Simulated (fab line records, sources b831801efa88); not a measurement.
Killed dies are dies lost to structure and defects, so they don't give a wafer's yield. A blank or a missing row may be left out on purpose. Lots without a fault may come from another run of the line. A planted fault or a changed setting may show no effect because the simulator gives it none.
Problem report in the 8D (eight disciplines) form, filled by code | flow sfq_line | the parts of the form that need people (team, actions taken, sign-off) are left out

1. THE PROBLEM
rf_fwd_power_W at SFQ_TRILAYER_M6_BARC_OPEN_METAL_ETCH_206 reads a mean of 831.3 W on 6 wafers of 2 lots; wafers without a fault read 593.0 W with a standard deviation of 2.8. That is +85 standard deviations from the usual mean.
The step: etches BARC in O2, target depth 125 nm, time 41.7 s.
First seen on wafer L238.2, day 86 09:09, on rie_metal-02. The record holds 18 wafers of 6 lots with a number at this step. Rule for "out", or "out of limits": more than 4 standard deviations from the usual mean. The other wafers with a number count as sound.

2. WHAT IT IS AND WHAT IT IS NOT
question                    | is                     | is not
which readings at this step | rf_fwd_power_W         | bias_w, drypump_motor_current_A, oes_product_au
which lots                  | L238, L240             | L225, L230, L232, L243
which wafers of those lots  | all that have a number | -
read on which tools         | rie_metal-02           | rie_metal-01, rie_metal-04
when                        | from day 86 09:09      | up to then (9 sound wafers); but 3 sound wafers of L243 came after

3. SUSPECTS, AND WHAT RULES EACH OUT
Counting: a tool at a process step up to the reading stays a suspect if it ran every lot that is out and no sound lot after the first of them.
- rie_metal-02 at SFQ_TRILAYER_M6_BARC_OPEN_METAL_ETCH_206 (etches BARC in O2, target depth 125 nm, time 41.7 s): kept. It ran every lot that is out, first L238 (day 86 09:09), and no sound lot after that; its last sound lot up to then is L230 (day 81 18:37). Its own readings are out on those wafers: rf_fwd_power_W.
Left after counting: rie_metal-02 at SFQ_TRILAYER_M6_BARC_OPEN_METAL_ETCH_206.

4. THE CAUSE (what the simulator had put in)
Process parameter drift: rie_metal-02, from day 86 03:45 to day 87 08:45, at SFQ_TRILAYER_M6_BARC_OPEN_METAL_ETCH_206. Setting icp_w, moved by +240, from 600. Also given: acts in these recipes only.
Counting left only this tool.

5. THE CHAIN OF EFFECTS, in route order
Each row: a reading whose mean over the struck wafers that have a number lies more than 3 standard deviations from the usual. Only readings for which the record gives a usual standard deviation are gone through. hours: the time from each lot's start at the first step in this table that gives one to its start at this step, as a median over the lots. sigmas: the change in usual standard deviations.
hours | step                                     | reading        | usual   | on struck wafers | change | sigmas
0     | SFQ_TRILAYER_M6_BARC_OPEN_METAL_ETCH_206 | rf_fwd_power_W | 593.0 W | 831.3            | +238.3 | +85
The process steps in it:
- SFQ_TRILAYER_M6_BARC_OPEN_METAL_ETCH_206: etches BARC in O2, target depth 125 nm, time 41.7 s.

6. WHAT WOULD HAVE CAUGHT IT SOONER
In this record the first reading out of limits was taken at day 86 09:09, 5 hours after the fault began at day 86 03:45.
